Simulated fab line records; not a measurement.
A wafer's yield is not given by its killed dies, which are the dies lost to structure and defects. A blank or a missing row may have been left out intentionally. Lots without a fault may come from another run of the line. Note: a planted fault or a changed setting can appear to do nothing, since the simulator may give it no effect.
Problem report in the 8D (eight disciplines) form, filled by code / flow gf180mcu / the parts of the form that need people (team, actions taken, sign-off) are left out

## 1. WHAT IS WRONG
A mean of 7109.2 W is read at GF_TOP_METAL_SPUTTER_01 for cathode dc power W, taken on 1 wafer of 1 lot, against 6500.1 W (standard deviation 1.1) on wafers free of any fault. So: +99 or more standard deviations from the usual mean.
The step: material TiN, target thk 30 nm, time 25 s.
Seen first at day 30 08:21 on pvd sputter-02, wafer L917.2. The record has a number at this step for 15 wafers belonging to 5 lots. Rule for "out", or "out of limits": more than 4 standard deviations from the usual mean. All remaining wafers that have a number are taken as sound.

## 2. WHAT IT IS; WHAT IT IS NOT
question=which readings at this step | is=cathode dc power W | is not=throttle valve pct
question=which lots | is=L917 | is not=L910, L915, L926, L930
question=which wafers of those lots | is=L917.2 | is not=L917.1, L917.3
question=read on which tools | is=pvd sputter-02 | is not=pvd sputter-01, pvd sputter-03
question=when | is=from day 30 08:21 | is not=up to then (8 sound wafers); but 6 sound wafers of L926, L930 came after

## 3. SUSPECTS, AND WHAT RULES EACH OUT
Counting: if a tool at a process step up to the reading ran every lot that is out, it stays a suspect. Sound lots after the first of them don't rule it out here, since some wafers of a struck lot are sound.
- rie diel-04 at GF_V5_ETCH_16 (etches BARC in N2/H2): kept. It ran the lot that is out, L917 (day 30 06:52).
- rie diel-04 at GF_V5_ETCH_17 (etches SiO2 in C4F8/O2/Ar, stops on TiN, target depth 855 nm): kept. It ran the lot that is out, L917 (day 30 07:34). GF_V5_ETCH_17: start missing for some lots; hours and lot order therefore follow GF_V5_SPUTTER_21.
- pvd sputter-01 at GF_V5_SPUTTER_21 (material Ti, target thk 15 nm, time 80.02 s): kept. It ran the lot that is out, L917 (day 30 07:34).
- cvd w-01 at GF_V5_CVD_23 (deposits W, target thk 350 nm, time 104.9 s): kept. It ran the lot that is out, L917 (day 30 07:40).
- cmp-02 at GF_V5_CMP_26 (polishes, stops on SiO2, t overpolish 15 s, target thk 0 nm): kept. L917, the lot that is out, went through it at day 30 08:00; up to then, the latest sound lot through it was L910 at day 28 05:29.
- pvd sputter-02 at GF_TOP_METAL_SPUTTER_01 (material TiN, target thk 30 nm, time 25 s): kept. L917, the lot that is out, went through it at day 30 08:21; up to then, the latest sound lot through it was L915 at day 29 12:07. Its own cathode dc power W readings are out on those wafers.
- rie diel-04, GF_V5_ETCH_16: wafers that are out in chamber 0, sound lot-mates in chambers 1, 2.
- rie diel-04, GF_V5_ETCH_17: wafers that are out in chamber 0, sound lot-mates in chambers 1, 2.
- cmp-02, GF_V5_CMP_26: wafers that are out in chamber 0, sound lot-mates in chambers 1, 3.
Left after counting: rie diel-04 at GF_V5_ETCH_16, rie diel-04 at GF_V5_ETCH_17, pvd sputter-01 at GF_V5_SPUTTER_21, cvd w-01 at GF_V5_CVD_23, cmp-02 at GF_V5_CMP_26, pvd sputter-02 at GF_TOP_METAL_SPUTTER_01.

## 4. THE CAUSE (what the simulator had put in)
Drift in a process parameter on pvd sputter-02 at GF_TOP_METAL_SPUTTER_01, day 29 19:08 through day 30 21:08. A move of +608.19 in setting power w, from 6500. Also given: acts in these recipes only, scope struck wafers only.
This tool is one of the 6 suspects left after counting.

## 5. THE CHAIN OF EFFECTS, in route order
One row per reading whose mean, taken over the struck wafers that have a number, lies over 3 standard deviations from the usual. Scope: only readings with a usual standard deviation given in the record; hours: median across lots of the time from each lot's start at the first step in this table that gives one to its start at this step; sigmas: change in usual standard deviations.
hours=0; step=GF_TOP_METAL_SPUTTER_01; reading=cathode dc power W; usual=6500.1 W; on struck wafers=7109.2; change=+609.1; sigmas=+99 or more
Its process steps:
- GF_TOP_METAL_SPUTTER_01: material TiN, target thk 30 nm, time 25 s.

## 6. HOW IT WOULD HAVE BEEN CAUGHT EARLIER
In this record the first reading out of limits was taken at day 30 08:21, 13 hours after the fault began at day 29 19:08.
